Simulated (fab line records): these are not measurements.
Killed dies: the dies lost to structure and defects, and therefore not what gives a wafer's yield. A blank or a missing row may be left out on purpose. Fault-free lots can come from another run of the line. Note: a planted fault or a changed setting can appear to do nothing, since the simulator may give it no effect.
Struck lot and sound lot, side by side / flow sky130 / 37 steps out of a route of 708
Sound: wafers L686.2, L686.4, L686.5. Struck: wafer L669.3 (left out: L669.2, L669.6 of the same lot, which were not struck); the cause appears at the end.
Per side, at each step with rows, come the tool, then ch with its chambers, and then its first start. Under that, the readings that differ: sound wafers / struck wafers / difference of the means / sigmas: that difference in standard deviations of wafers without a fault.
alike: a reading whose means differ by less than 2 such deviations, as well as words and numbers matching on both sides. not compared: withheld readings; readings where some wafer has no value; bounds like >300 that might hide an equal value; numbers whose values overlap and for which the record gives no deviation.
A row with sigmas, a row that says differs or no value, or rows on one side alone: a step with any of these is where the two part. Numbers that don't overlap but have no deviation are shown without sigmas and don't part them. A reading missing from all wafers of one side parts the sides only when that side holds two or more wafers.

first, 1 step without rows for these wafers: SKY_METAL2_DEVELOP_14 (develop time 60 s).
SKY_METAL2_CD_MEAS_15: target cd 140 nm.
  sound: cd sem-01 at day 42 00:18; struck: cd sem-02 at day 37 04:10
  alike: cd nm
SKY_METAL2_OVL_MEAS_16:
  sound: overlay-01 at day 42 00:25; struck: overlay-01 at day 37 04:16
  alike: METAL2_OVL
then, 2 steps without rows for these wafers: SKY_METAL2_DESCUM_17 (chemistry O2, time 8 s); SKY_METAL2_ETCH_18 (etches BARC in N2/H2, stops on SiO2, time 45.9 s, target depth 60 nm).
SKY_METAL2_METAL_ETCH_19: etches the open film in Cl2/BCl3, stops on SiO2, target depth 360 nm, time 78 s.
  sound on rie metal-04 ch 0, day 42 00:32; struck on rie metal-04 ch 1, day 37 04:24
  alike: drypump motor current A, oes product au, rf fwd power W, throttle valve pct
  not compared: rf hours counter h
SKY_METAL2_STRIP_20: strips in O2/N2.
  sound on plasma asher-02 ch 0,1, day 42 00:37; struck on plasma asher-01 ch 1, day 37 04:29
  alike: drypump motor current A, oes product au, strip time to endpoint s
  not compared: rf hours counter h
then, 4 steps without rows for these wafers: SKY_METAL2_STRIP_21 (strips in post etch residue remover, time 1200 s); SKY_METAL2_CLEAN_22 (cleans in IPA, time 180 s); SKY_METAL2_CLEAN_23 (cleans in O3/DIW); SKY_VIA2_HDPCVD_00 (deposits SiO2, target thk 1180 nm, time 196.7 s).
SKY_VIA2_THK_MEAS_01:
  sound: film metro-01 at day 42 01:22; struck: film metro-02 at day 37 05:13
  alike: VIA2_HDPCVD_THK
SKY_VIA2_CMP_02: polishes SiO2.
  sound on cmp-01 ch 0,1,2, day 42 01:31; struck on cmp-02 ch 2, day 37 05:19
reading=model.SiO2_of_VIA2_HDPCVD_00.thk nm (nm); sound=496.6 494.2 494.9; struck=617; difference=+122; sigmas=
  alike: head pressure psi, motor current A
SKY_VIA2_BOW_MEAS_03:
  sound: film metro-02 at day 42 01:44; struck: film metro-01 at day 37 05:35
  alike: VIA2_BOW
then, 8 steps without rows for these wafers: SKY_VIA2_DEHYDRATE_04 (time 60 s); SKY_VIA2_HMDS_05 (prime time 60 s); SKY_VIA2_COAT_06 (resist thk 60 nm); SKY_VIA2_COAT_07 (resist thk 450 nm); SKY_VIA2_SOFTBAKE_08 (time 90 s); SKY_VIA2_EXPOSE_09 (exposes mask VIM2, target cd 200 nm); SKY_VIA2_PEB_10; SKY_VIA2_DEVELOP_11 (develop time 60 s).
SKY_VIA2_CD_MEAS_12: target cd 200 nm.
  sound: cd sem-01 at day 43 01:11; struck: cd sem-02 at day 38 08:11
  alike: cd nm
SKY_VIA2_OVL_MEAS_13:
  sound: overlay-02 at day 43 01:17; struck: overlay-01 at day 38 08:17
  alike: VIA2_OVL
then, 1 step without rows for these wafers: SKY_VIA2_ETCH_14 (etches BARC in N2/H2, stops on SiO2, time 45.9 s, target depth 60 nm).
SKY_VIA2_ETCH_15: etches SiO2 in C4F8/O2/Ar, stops on TiN, target depth 546 nm, time 84 s.
  sound on rie diel-03 ch 1,3, day 43 01:22; struck on rie diel-03 ch 0, day 38 08:22
reading=oes product au (a.u.); sound=0.941 0.943 0.936; struck=0.994; difference=+0.054; sigmas=+12
reading=model.VIA2.feature depth nm (nm); sound=496.6 494.2 494.9; struck=545.4; difference=+50.2; sigmas=
reading=model.etch.depth nm (nm); sound=496.6 494.2 494.9; struck=545.4; difference=+50.2; sigmas=
  alike: rf fwd power W
  not compared: rf hours counter h
then, 4 steps without rows for these wafers: SKY_VIA2_STRIP_16 (strips in O2/N2); SKY_VIA2_STRIP_17 (strips in post etch residue remover, time 1200 s); SKY_VIA2_CLEAN_18 (cleans in IPA, time 180 s); SKY_VIA2_CLEAN_19 (cleans in O3/DIW).
SKY_VIA2_SPUTTER_20: material TiN, target thk 20 nm, time 80 s.
  sound: pvd sputter-01 at day 43 02:01; struck: pvd sputter-03 at day 38 09:05
  alike: cathode dc power W, throttle valve pct
SKY_VIA2_CVD_21: deposits W, target thk 420 nm, time 126.4 s.
  sound on cvd w-02 ch 0,1, day 43 02:05; struck on cvd w-01 ch 1, day 38 09:09
  alike: heater power w
  not compared: since wet clean h
SKY_VIA2_CMP_24: polishes, stops on SiO2, t overpolish 20 s, target thk 0 nm.
  sound on cmp-02 ch 0,1,3, day 43 02:26; struck on cmp-01 ch 3, day 38 09:28
reading=head pressure psi (psi); sound=3.502 3.514 3.509; struck=3.484; difference=-0.024; sigmas=-3
reading=model.SiO2_of_VIA2_HDPCVD_00.thk nm (nm); sound=492.2 489.8 490.5; struck=612.6; difference=+121.8; sigmas=
  alike: motor current A
SKY_METAL3_SPUTTER_00: material Ti, target thk 15 nm, time 10 s.
  sound wafers here have rows in the record (pvd sputter-04, day 43 02:41); struck ones have none
SKY_METAL3_SPUTTER_01: material TiN, target thk 20 nm, time 16.7 s.
  sound wafers here have rows in the record (pvd sputter-04, day 43 02:43); struck ones have none
SKY_METAL3_SPUTTER_02: material AlCu, target thk 735 nm, time 39.1 s.
  sound wafers here have rows in the record (pvd sputter-04, day 43 02:44); struck ones have none
-- the record jumps here: 9 days lie between the struck wafers' starts before and after (it left off in module METAL3 and takes up again in module PAD_OPEN, whose first step shown is number 708 of the route) --
SKY_PAD_OPEN_PROBE_99:
  sound: prober-02 at day 51 08:45; struck: prober-02 at day 47 16:23
reading=model.etest.cap thin oxide.under floor; sound=0 0 0; struck=1; difference=+1; sigmas=
reading=model.etest.diode ndiff fingers.under floor; sound=0 0 0; struck=1; difference=+1; sigmas=
reading=model.etest.sonos programmed.open; sound=0 0 0; struck=1; difference=+1; sigmas=
reading=model.etest.sram nfet pass.under floor; sound=0 0 0; struck=1; difference=+1; sigmas=
reading=model.etest.res ndiff.open; sound=0 0 0; struck=1; difference=+1; sigmas=
reading=model.etest.nfet g5v0d10v5.open; sound=0 0 0; struck=1; difference=+1; sigmas=
reading=model.etest.res poly.open; sound=0 0 0; struck=1; difference=+1; sigmas=
reading=model.etest.nfet_01v8_lvt.open; sound=0 0 0; struck=1; difference=+1; sigmas=

WHERE THEY PART
Earliest at SKY_VIA2_ETCH_15; latest, in this record, at SKY_METAL3_SPUTTER_02.

WHY: whatever the simulator had introduced
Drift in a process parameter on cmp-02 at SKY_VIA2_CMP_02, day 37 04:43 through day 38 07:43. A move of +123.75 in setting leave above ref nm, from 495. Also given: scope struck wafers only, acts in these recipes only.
